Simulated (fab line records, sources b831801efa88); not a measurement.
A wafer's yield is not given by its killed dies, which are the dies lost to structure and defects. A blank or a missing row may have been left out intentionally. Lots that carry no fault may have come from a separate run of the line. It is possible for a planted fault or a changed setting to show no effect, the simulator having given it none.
Which of the tools did it? ; flow sky130 ; 13 lots, 36 wafers sampled, at 5 steps of a route of 708

== WHAT THE GAUGES SHOWED, per wafer ==
The record holds no reading of a measuring or inspecting step that can be judged against a usual standard deviation.

== WHAT TOOL EACH LOT RAN ON (gives the tool, then ch and the chambers of the sampled wafers, and finally the start) ==
lot;SKY_CAPM_SPUTTER_02;SKY_METAL4_SPUTTER_00;SKY_METAL4_ETCH_16;SKY_METAL5_SPUTTER_03;SKY_PAD_OPEN_PROBE_99
L206;pvdSputter-02, day 36 15:34;pvdSputter-03, day 40 01:54;rieMetal-03 ch 0, day 42 05:18;pvdSputter-04, day 43 07:56;prober-01, day 46 04:41
L207;pvdSputter-02, day 36 20:11;pvdSputter-01, day 40 05:28;rieMetal-04 ch 0,1, day 42 07:41;pvdSputter-02, day 43 09:51;-
L208;pvdSputter-04, day 37 07:08;pvdSputter-01, day 40 16:49;rieMetal-01 ch 0,1, day 42 17:51;pvdSputter-04, day 43 19:12;-
L210;pvdSputter-04, day 37 20:01;pvdSputter-02, day 41 05:08;rieMetal-01 ch 0,1, day 43 06:08;pvdSputter-02, day 44 07:47;prober-01, day 47 02:22
L212;pvdSputter-03, day 38 18:29;pvdSputter-03, day 42 00:52;rieMetal-01 ch 0,1, day 44 00:44;pvdSputter-02, day 45 01:17;prober-01, day 47 16:47
L213;pvdSputter-02, day 39 07:20;pvdSputter-03, day 42 13:32;rieMetal-01 ch 1, day 44 12:14;pvdSputter-04, day 45 13:19;-
L222;pvdSputter-04, day 41 15:14;pvdSputter-03, day 44 17:53;rieMetal-04 ch 0,1, day 46 13:22;pvdSputter-01, day 47 12:46;-
L223;pvdSputter-02, day 41 22:21;pvdSputter-03, day 45 00:29;rieMetal-01 ch 1, day 46 17:12;pvdSputter-02, day 47 16:48;-
L224;pvdSputter-03, day 42 04:23;pvdSputter-03, day 45 10:41;rieMetal-04 ch 0,1, day 47 04:26;pvdSputter-02, day 48 03:37;prober-01, day 50 12:17
L225;pvdSputter-02, day 42 16:06;pvdSputter-01, day 45 15:51;rieMetal-03 ch 0,1, day 47 10:13;pvdSputter-02, day 48 09:44;-
L226;pvdSputter-02, day 43 05:07;pvdSputter-03, day 46 12:59;rieMetal-01 ch 0,1, day 48 06:38;pvdSputter-01, day 49 04:43;prober-01, day 51 08:35
L227;pvdSputter-03, day 43 13:07;pvdSputter-02, day 46 13:49;rieMetal-04 ch 0,1, day 48 06:52;pvdSputter-02, day 49 05:01;-
L229;pvdSputter-02, day 43 21:41;pvdSputter-01, day 46 18:55;rieMetal-01 ch 0,1, day 48 11:41;pvdSputter-01, day 49 09:41;-
- SKY_CAPM_SPUTTER_02: material TiN, target thk 200 nm, time 166.7 s.
- SKY_METAL4_SPUTTER_00: material Ti, target thk 15 nm, time 10 s.
- SKY_METAL4_ETCH_16: etches BARC in N2/H2, stops on SiO2, time 88.2 s, target depth 60 nm.
- SKY_METAL5_SPUTTER_03: material Ti, target thk 5 nm, time 3.3 s.
- SKY_PAD_OPEN_PROBE_99

== AS READ BY THE TOOLS THEMSELVES (means over the sampled wafers that have a number; for cases with no such wafer, the mark the record gives instead) ==
SKY_CAPM_SPUTTER_02. Usual: susceptorTempC 299.97 C, standard deviation 0.2; throttleValvePct 29.5 %, standard deviation 1.2.
lot;tool;susceptorTempC (C);throttleValvePct (%);flag
L206;pvdSputter-02;299.90;29.4;
L207;pvdSputter-02;299.95;28.4;
L208;pvdSputter-04;300.07;29.7;
L210;pvdSputter-04;300.06;28.7;
L212;pvdSputter-03;300.28;30.2;
L213;pvdSputter-02;300.06;29.2;
L222;pvdSputter-04;299.82;29.6;
L223;pvdSputter-02;299.99;28.4;
L224;pvdSputter-03;300.04;30.5;
L225;pvdSputter-02;299.84;29.1;
L226;pvdSputter-02;299.94;29.3;
L227;pvdSputter-03;300.00;30.1;
L229;pvdSputter-02;299.90;30.1;

SKY_METAL4_SPUTTER_00. Usual: throttleValvePct 30.1 %, standard deviation 0.83.
lot;tool;throttleValvePct (%);flag
L206;pvdSputter-03;30.2;
L207;pvdSputter-01;30.4;
L208;pvdSputter-01;30.1;
L210;pvdSputter-02;28.9;
L212;pvdSputter-03;29.9;
L213;pvdSputter-03;30.2;
L222;pvdSputter-03;30.5;
L223;pvdSputter-03;30.5;
L224;pvdSputter-03;30.5;
L225;pvdSputter-01;30.1;
L226;pvdSputter-03;30.3;
L227;pvdSputter-02;29.3;
L229;pvdSputter-01;30.3;

SKY_METAL4_ETCH_16. Usual: drypumpMotorCurrentA 5.7 A, standard deviation 0.32; oesProductAu 0.625 a.u., standard deviation 0.0046; runLengthS 116.3 s, standard deviation 0.36; throttleValvePct 13.205 %, standard deviation 0.0075.
lot;tool;drypumpMotorCurrentA (A);oesProductAu (a.u.);runLengthS (s);throttleValvePct (%);flag
L206;rieMetal-03;5.5;0.618;116.3;13.207;
L207;rieMetal-04;5.4;0.630;116.4;13.206;
L208;rieMetal-01;5.8;0.624;116.3;13.206;
L210;rieMetal-01;5.8;0.633;114.0;13.200;OFF
L212;rieMetal-01;5.8;0.629;113.9;13.204;OFF
L213;rieMetal-01;5.9;0.635;114.3;13.203;OFF
L222;rieMetal-04;5.4;0.630;116.4;13.198;
L223;rieMetal-01;5.9;0.623;116.8;13.211;
L224;rieMetal-04;5.4;0.624;116.5;13.206;
L225;rieMetal-03;5.8;0.628;116.5;13.203;
L226;rieMetal-01;5.8;0.627;116.1;13.202;
L227;rieMetal-04;5.4;0.630;116.4;13.205;
L229;rieMetal-01;5.8;0.627;116.2;13.206;

SKY_METAL5_SPUTTER_03. Usual: throttleValvePct 29.6 %, standard deviation 1.
lot;tool;throttleValvePct (%);flag
L206;pvdSputter-04;30.2;
L207;pvdSputter-02;28.2;
L208;pvdSputter-04;30.3;
L210;pvdSputter-02;30.1;
L212;pvdSputter-02;30.1;
L213;pvdSputter-04;30.0;
L222;pvdSputter-01;30.4;
L223;pvdSputter-02;29.1;
L224;pvdSputter-02;29.2;
L225;pvdSputter-02;29.3;
L226;pvdSputter-01;30.7;
L227;pvdSputter-02;29.2;
L229;pvdSputter-01;30.0;

SKY_PAD_OPEN_PROBE_99. Usual: defectLimitedYield 82.3 %, standard deviation 1.8; killed_at_M0_to_M3 43, standard deviation 6; killed_at_M4_up 3.2, standard deviation 1.9; killedAtContacts 25, standard deviation 5.4; killedAtFrontEnd 15, standard deviation 4.5; killedAtOther 0.3, standard deviation 0.59; killedDies 87, standard deviation 8.7; killedOpen 47, standard deviation 6.7; killedShort 39, standard deviation 5.7; sort_bin_3_pad_short 0.9 %, standard deviation 0.43; sort_bin_5_function 10.4 %, standard deviation 1.4; sort_bin_6_memory 6.4 %, standard deviation 1.2; sortNPass 405, standard deviation 8.7; sortYieldPct 82.3 %, standard deviation 1.8.
lot;tool;defectLimitedYield (%);killed_at_M0_to_M3;killed_at_M4_up;killedAtContacts;killedAtFrontEnd;killedAtOther;killedDies;killedOpen;killedShort;sort_bin_3_pad_short (%);sort_bin_5_function (%);sort_bin_6_memory (%);sortNPass;sortYieldPct (%);flag
L206;prober-01;83.5;37;3.3;24;17;0.7;81;41;40;1.0;9.3;6.2;411;83.5;
L210;prober-01;79.3;51;3.0;35;13;0.0;102;59;43;1.2;12.8;6.7;390;79.3;
L212;prober-01;82.9;42;3.5;24;14;0.5;84;46;38;0.4;10.6;6.0;408;82.9;
L224;prober-01;81.8;40;3.0;23;23;0.7;90;48;42;1.0;10.5;6.7;402;81.8;
L226;prober-01;82.9;39;1.0;31;13;0.3;84;47;37;1.3;10.5;5.3;408;82.9;

== THE ANSWER, worked out from the rows above alone ==
Rule: a lot is off if the mean of its wafers that have a number lies more than 3 standard deviations from the usual mean. A lot without any number at a reading at which 4 lots or more have one is off too. All remaining lots with rows at the step are treated as sound. Order of review: gauges by route order, followed by the tools' own readings, for which a lot's mean as printed above is used. At the first step where some lot is off, the reading lying furthest off is the one used; lots without a number count as furthest.
Off, at SKY_METAL4_ETCH_16 on runLengthS: L210, L212, L213.
A tool fits if, at that step or a process step before it, it ran every lot that is off, and no sound lot after the first of them. No candidate that was tried fits.

== WHAT THE SIMULATOR PUT IN ==
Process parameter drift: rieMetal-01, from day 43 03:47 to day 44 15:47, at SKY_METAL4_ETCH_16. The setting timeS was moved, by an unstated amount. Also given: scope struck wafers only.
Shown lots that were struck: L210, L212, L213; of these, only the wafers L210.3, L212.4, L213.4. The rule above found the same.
